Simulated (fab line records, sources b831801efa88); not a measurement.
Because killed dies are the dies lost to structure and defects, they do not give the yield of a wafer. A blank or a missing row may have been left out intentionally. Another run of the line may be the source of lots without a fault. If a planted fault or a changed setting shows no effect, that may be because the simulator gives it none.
Which tool was responsible?	flow sky130	route of 708 steps, sampled at 1 step: 24 lots, 72 wafers

## WHAT THE GAUGES READ, wafer by wafer
SKY_VIA1_OVL_MEAS_13. Usual: for VIA1_OVL the level is 3 nm and the standard deviation is 5.5.
lot	measured	on	VIA1_OVL (nm)	flag
L074	day 34 05:37	overlay-01	0 -3 1	
L075	day 34 14:35	overlay-01	6 7 7	
L076	day 34 21:22	overlay-02	-1 4 3	
L078	day 35 07:50	overlay-01	-14 -5 -9	
L077	day 35 10:10	overlay-02	-6 -8 -4	
L080	day 35 18:34	overlay-01	9 4 2	
L079	day 35 18:55	overlay-01	-7 4 2	
L081	day 36 06:56	overlay-01	18 1 6	
L082	day 36 10:08	overlay-02	2 10 1	
L083	day 36 20:10	overlay-01	7 8 2	
L084	day 37 11:20	overlay-02	6 2 1	
L085	day 37 16:05	overlay-02	9 1 4	
L086	day 37 23:40	overlay-02	3 4 5	
L087	day 38 11:40	overlay-02	3 9 -1	
L088	day 38 14:28	overlay-02	7 3 0	
L089	day 38 18:22	overlay-01	4 5 5	
L090	day 39 04:43	overlay-02	10 6 5	
L091	day 39 09:50	overlay-01	8 2 2	
L093	day 40 01:41	overlay-01	6 5 2	
L092	day 40 02:50	overlay-02	-3 -5 -7	
L094	day 40 03:43	overlay-02	0 7 -2	
L095	day 40 04:46	overlay-02	6 8 -2	
L096	day 40 14:47	overlay-02	7 15 8	
L097	day 41 00:11	overlay-01	4 10 12	

## WHAT TOOL EACH LOT RAN ON (gives the tool, then ch and the chambers of the sampled wafers, and finally the start)
Record: no process step prior to these readings.

## WHAT THE TOOLS THEMSELVES READ (means of the sampled wafers that have a number; where no wafer has one, the mark that the record gives instead)
The record holds no such reading with a usual standard deviation.

## THE ANSWER, worked out from the rows above alone
Rule: take the mean of a lot's wafers that have a number; if it is more than 3 standard deviations from the usual mean, the lot is off. Also off: a lot with no number at a reading for which 4 or more lots have one. The other lots that the step has rows for count as sound. After the gauges, taken in route order, come the tools' own readings; for these a lot's mean is taken, as printed above. At the first step where some lot is off, the reading lying furthest off is the one used; lots without a number count as furthest.
No lot is off on any of the readings shown, so nothing can be concluded from this.

## WHAT HAD BEEN PUT IN BY THE SIMULATOR
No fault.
